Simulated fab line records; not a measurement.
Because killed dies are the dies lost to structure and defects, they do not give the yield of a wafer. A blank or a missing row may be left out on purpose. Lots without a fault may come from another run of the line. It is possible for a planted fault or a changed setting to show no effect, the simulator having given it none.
A lot that was struck, set against a sound lot :: flow sky130 :: 14 steps out of a route of 708
Sound: these wafers, L347.1, L347.3, L347.4. The struck wafers were L343.2, L343.3, L343.4. The cause comes at the end.
Order at every step that has rows: each side's tool, ch and its chambers, its first start. Under that, the readings that differ: sound wafers :: struck wafers :: difference of the means :: sigmas: that difference in standard deviations of wafers without a fault.
alike: readings with means less than 2 such deviations apart, plus words and numbers identical on both sides. not compared: withheld readings, readings lacking a value on some wafer, bounds such as >300 that could conceal the same value, and numbers that have no deviation in the record and whose values overlap.
Wherever a step has rows on one side only, a row that says differs or no value, or a row with sigmas, the two part there. Numbers that don't overlap but have no deviation are shown without sigmas and don't part them. A reading missing from all wafers of one side parts the sides only when that side holds two or more wafers.

first, 2 steps without rows for these wafers: SKY_METAL4_PEB_11; SKY_METAL4_DEVELOP_12 (develop time 60 s).
SKY_METAL4_CD_MEAS_13: the cd target is 300 nm.
  sound: cdSem-02 at day 47 04:44; struck: cdSem-01 at day 46 11:00
  alike: cdNm
SKY_METAL4_OVL_MEAS_14:
  sound: overlay-02 at day 47 04:51; struck: overlay-02 at day 46 11:07
  alike: METAL4_OVL
SKY_METAL4_DESCUM_15: chemistry O2, time 8 s.
  sound on rieMetal-01 ch 0,1, day 47 04:53; struck on rieMetal-01 ch 0,1, day 46 11:08
  alike: drypumpMotorCurrentA, oesProductAu
  not compared: rfHoursCounterH
SKY_METAL4_ETCH_16: etches BARC in N2/H2, stops on SiO2, time 88.2 s, target depth 60 nm.
  sound on rieMetal-01 ch 0,1, day 47 04:55; struck on rieMetal-01 ch 0,1, day 46 11:10
  alike: drypumpMotorCurrentA, oesProductAu, throttleValvePct
  not compared: rfHoursCounterH
SKY_METAL4_ETCH_17: etches SiO2 in C4F8/O2/Ar, stops on TiN, time 3.9 s, target depth 15 nm.
  sound on rieDiel-02 ch 0,1,3, day 47 05:01; struck on rieDiel-04 ch 0,1,3, day 46 11:16
  alike: oesProductAu
  not compared: rfHoursCounterH
SKY_METAL4_METAL_ETCH_18: etches the open film in Cl2/BCl3, stops on SiO2, target depth 845 nm, time 183.1 s.
  sound on rieMetal-03 ch 0,1, day 47 05:02; struck on rieMetal-03 ch 0,1, day 46 11:17
  alike: drypumpMotorCurrentA, mfcCl2Sccm, oesProductAu, throttleValvePct
  not compared: rfHoursCounterH
SKY_METAL4_STRIP_19: strips in O2/N2.
  sound on plasmaAsher-04 ch 0,1, day 47 05:13; struck on plasmaAsher-04 ch 0,1, day 46 11:28
  alike: drypumpMotorCurrentA, oesProductAu, stripTimeToEndpointS
  not compared: rfHoursCounterH
then, 3 steps without rows for these wafers: SKY_METAL4_STRIP_20 (strips in post etch residue remover, time 1200 s); SKY_METAL4_CLEAN_21 (cleans in IPA, time 180 s); SKY_METAL4_CLEAN_22 (cleans in O3/DIW).
SKY_VIA4_HDPCVD_00: deposits SiO2, target thk 1750 nm, time 291.7 s.
  sound on hdpcvd-01 ch 0,1,2, day 47 05:49; struck on hdpcvd-02 ch 0,1,2, day 46 12:04
  no value came back on the struck wafers for pressureMtorr (mTorr), runLengthS (s), sih4FlowSccm (sccm); on the sound wafers pressureMtorr (mTorr) reads 6.001 6.011 5.993
SKY_PAD_OPEN_PROBE_99:
  the record holds rows for the sound wafers here (prober-02, day 50 11:54) but none for the struck ones

WHERE THEY PART
First at SKY_VIA4_HDPCVD_00; last, within this record, at SKY_PAD_OPEN_PROBE_99.

WHY: what the simulator had put in
Beginning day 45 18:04, the whole step at SKY_VIA4_HDPCVD_00 was skipped on hdpcvd-02. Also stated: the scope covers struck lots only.
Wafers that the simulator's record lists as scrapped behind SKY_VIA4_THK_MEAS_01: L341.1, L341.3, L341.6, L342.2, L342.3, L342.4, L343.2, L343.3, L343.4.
